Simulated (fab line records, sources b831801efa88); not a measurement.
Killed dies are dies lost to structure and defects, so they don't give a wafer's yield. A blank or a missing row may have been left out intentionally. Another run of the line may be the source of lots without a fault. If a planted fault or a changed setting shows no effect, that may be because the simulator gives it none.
Matching of chambers / flow sky130 / cmp-02 running SKY_VIA3_CMP_02: 4 sister chambers
The step polishes SiO2. 4 wafers are shown with their chamber, then 11 later ones without.

WAFERS WITH THEIR CHAMBER
wafer=L083.5; chamber=3; motor current A (A)=13.1
wafer=L088.1; chamber=2; motor current A (A)=12.3
wafer=L088.5; chamber=0; motor current A (A)=11.5
wafer=L089.1; chamber=1; motor current A (A)=12.1

WAFERS WITHOUT THEIR CHAMBER
wafer=L089.4; motor current A (A)=12.9
wafer=L089.6; motor current A (A)=11.3
wafer=L090.1; motor current A (A)=13.6
wafer=L090.2; motor current A (A)=11.9
wafer=L090.5; motor current A (A)=12.2
wafer=L096.3; motor current A (A)=14.0
wafer=L096.4; motor current A (A)=12.0
wafer=L096.5; motor current A (A)=11.2
wafer=L095.3; motor current A (A)=11.9
wafer=L095.4; motor current A (A)=13.0
wafer=L095.5; motor current A (A)=12.5

THE CHAMBER EACH PASSED THROUGH
wafer=L089.4; from the rows above=can't be placed: 3 or 2 or 1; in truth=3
wafer=L089.6; from the rows above=can't be placed: 0 or 1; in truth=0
wafer=L090.1; from the rows above=3; in truth=3
wafer=L090.2; from the rows above=can't be placed: 1 or 0 or 2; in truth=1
wafer=L090.5; from the rows above=can't be placed: 1 or 2 or 0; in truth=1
wafer=L096.3; from the rows above=3; in truth=3
wafer=L096.4; from the rows above=can't be placed: 1 or 2 or 0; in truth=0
wafer=L096.5; from the rows above=can't be placed: 0 or 1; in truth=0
wafer=L095.3; from the rows above=can't be placed: 1 or 0 or 2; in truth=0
wafer=L095.4; from the rows above=can't be placed: 3 or 2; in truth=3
wafer=L095.5; from the rows above=can't be placed: 2 or 1 or 3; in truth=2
Correct placement for 2 of the 11. Cannot be placed on the basis of these rows: 9; the candidates contain the true chamber in 9. Wrongly placed: 0.
How it was worked out, from the rows above alone: a wafer's distance from a chamber is the root of the sum, over the readings, of the square of ((its reading less the chamber's mean) divided by the reading's scatter). The wafer belongs to the nearest chamber; if the next one is less than 2 further off, it can't be placed. The mean given for a chamber averages the wafers shown for that chamber. The scatter (one wafer shown for each chamber): square how far every hidden wafer sits from the nearest shown wafer, average those squares and take the square root.
